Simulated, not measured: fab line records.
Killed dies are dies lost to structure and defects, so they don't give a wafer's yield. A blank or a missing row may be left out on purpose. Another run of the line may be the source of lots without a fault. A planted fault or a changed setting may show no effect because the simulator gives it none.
Comparing a struck lot with a sound one	flow sky130	26 steps out of a route of 708
Sound: wafers L757.1, L757.2, L757.4. Struck: wafer L758.1 (left out: L758.2, a lot-mate that was not struck); the cause follows at the end.
For every step that has rows: the tool of each side, followed by ch and its chambers, followed by its first start. Under that, the readings that differ: sound wafers	struck wafers	difference of the means	sigmas: that difference in standard deviations of wafers without a fault.
alike: readings with means less than 2 such deviations apart, plus words and numbers identical on both sides. not compared: withheld readings, readings lacking a value on some wafer, bounds such as >300 that could conceal the same value, and numbers that have no deviation in the record and whose values overlap.
Wherever a step has rows on one side only, a row that says differs or no value, or a row with sigmas, the two part there. Numbers that don't overlap but have no deviation are shown without sigmas and don't part them. A reading missing from all wafers of one side parts the sides only when that side holds two or more wafers.

first, 6 steps without rows for these wafers: SKY_SD_N_IMPLANT_10; SKY_SD_N_STRIP_11 (strips in O2/N2); SKY_SD_N_CLEAN_13 (cleans in SC1/SC2, time 150 s); SKY_SD_N_RTA_14 (time 2 s); SKY_SALICIDE_CLEAN_00 (cleans in HF-last, time 30 s); SKY_LI_CONTACT_HDPCVD_00 (deposits PSG, target thk 930 nm, time 155 s).
SKY_LI_CONTACT_CMP_02: polishes PSG.
  sound on cmp-02 ch 0,1,2, day 28 18:34; struck on cmp-02 ch 1, day 29 08:17
reading	sound	struck	difference	sigmas
time_to_endpoint_s (s)	29.9 29.8 25.0	13.7	-14.5	-6
model.PSG_of_LI_CONTACT_HDPCVD_00.thk_nm (nm)	596.2 597.3 596.4	745.4	+148.8	
  alike: motor_current_A
then, 9 steps without rows for these wafers: SKY_LI_CONTACT_DEHYDRATE_04 (time 60 s); SKY_LI_CONTACT_HMDS_05 (prime time 60 s); SKY_LI_CONTACT_COAT_06 (resist thk 60 nm); SKY_LI_CONTACT_COAT_07 (resist thk 450 nm); SKY_LI_CONTACT_SOFTBAKE_08 (time 90 s); SKY_LI_CONTACT_EXPOSE_09 (exposes mask LICM1, target cd 170 nm); SKY_LI_CONTACT_PEB_10; SKY_LI_CONTACT_DEVELOP_11 (develop time 60 s); SKY_LI_CONTACT_ETCH_14 (etches BARC in N2/H2, stops on SiO2, time 45.9 s, target depth 60 nm).
SKY_LI_CONTACT_ETCH_15: etches PSG in C4F8/O2/Ar, stops on Si, target depth 600 nm.
  sound on rie_diel-03 ch 1,2,3, day 29 22:29; struck on rie_diel-04 ch 1, day 30 12:53
reading	sound	struck	difference	sigmas
oes_product_au (a.u.)	0.833 0.836 0.835	0.950	+0.115	+25
model.etch.depth_nm (nm)	596.2 597.3 596.4	745.4	+148.8	
model.LI_CONTACT.feature_depth_nm (nm)	596.2 597.3 596.4	745.4	+148.8	
  alike: bias_w
then, 6 steps without rows for these wafers: SKY_LI_CONTACT_STRIP_16 (strips in O2/N2); SKY_LI_CONTACT_CLEAN_17 (cleans in NMP, time 600 s); SKY_LI_CONTACT_PRE_CLEAN_18 (time 5.6 s); SKY_LI_CONTACT_SPUTTER_19 (material Ti, target thk 20 nm, time 106.37 s); SKY_LI_CONTACT_SPUTTER_20 (material TiN, target thk 20 nm, time 80 s); SKY_LI_CONTACT_CVD_21 (deposits W, target thk 400 nm, time 120.56 s).
SKY_LI_CONTACT_CMP_24: polishes, stops on PSG, t overpolish 20 s, target thk 0 nm.
  sound on cmp-01 ch 0,1,3, day 29 23:23; struck on cmp-02 ch 0, day 30 13:43
reading	sound	struck	difference	sigmas
model.PSG_of_LI_CONTACT_HDPCVD_00.thk_nm (nm)	586.7 587.8 586.9	736	+149	
  alike: motor_current_A
then, 1 step without rows for these wafers: SKY_LOCAL_INTERCONNECT_SPUTTER_00 (material TiN, target thk 100 nm, time 83.3 s).
-- record jumps: 17 days separate the struck wafers' starts on either side; left off in module LOCAL_INTERCONNECT, taken up again in module PAD_OPEN, whose first shown step is the route's number 708 --
SKY_PAD_OPEN_PROBE_99:
  struck on prober-01, day 47 01:58; sound on prober-01, day 46 07:41
reading	sound	struck	difference	sigmas
model.etest.licon_pdiff.rc_ohm	583.8 598.9 552.5	680.1	+101.7	
model.etest.nfet_g5v0d10v5.r_on_ohm_um	1842 1888 1871	1976	+109	
model.etest.nfet_01v8.r_on_ohm_um	825 859.3 853.3	895.6	+49.7	
model.etest.licon_high_po.rc_ohm	343.9 343.1 343.2	400.5	+57.1	
model.etest.licon_ndiff.rc_ohm	181.9 185.2 184.6	220.8	+36.9	
model.etest.sonos_uncharged.r_on_ohm_um	798.6 843.3 826.7	847.3	+24.4	
model.etest.cap_li_to_poly.c_af_um2	99.34 101.7 102.8	68.34	-32.94	
model.etest.licon_poly.rc_ohm	147.7 148.2 152.3	173.3	+23.9	
  alike: killed_at_M0_to_M3, killed_at_M4_up, killed_at_contacts, killed_at_front_end, killed_at_other, killed_dies, killed_open, killed_short

== WHERE THEY PART ==
Last at SKY_LI_CONTACT_ETCH_15 as far as this record goes, first at SKY_LI_CONTACT_CMP_02. Later steps at which nothing parts them and some readings are alike: SKY_LI_CONTACT_CMP_24, SKY_PAD_OPEN_PROBE_99.

WHY: what the simulator had put in
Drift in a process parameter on cmp-02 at SKY_LI_CONTACT_CMP_02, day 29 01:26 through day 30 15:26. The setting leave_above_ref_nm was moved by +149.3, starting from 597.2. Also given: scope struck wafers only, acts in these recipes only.
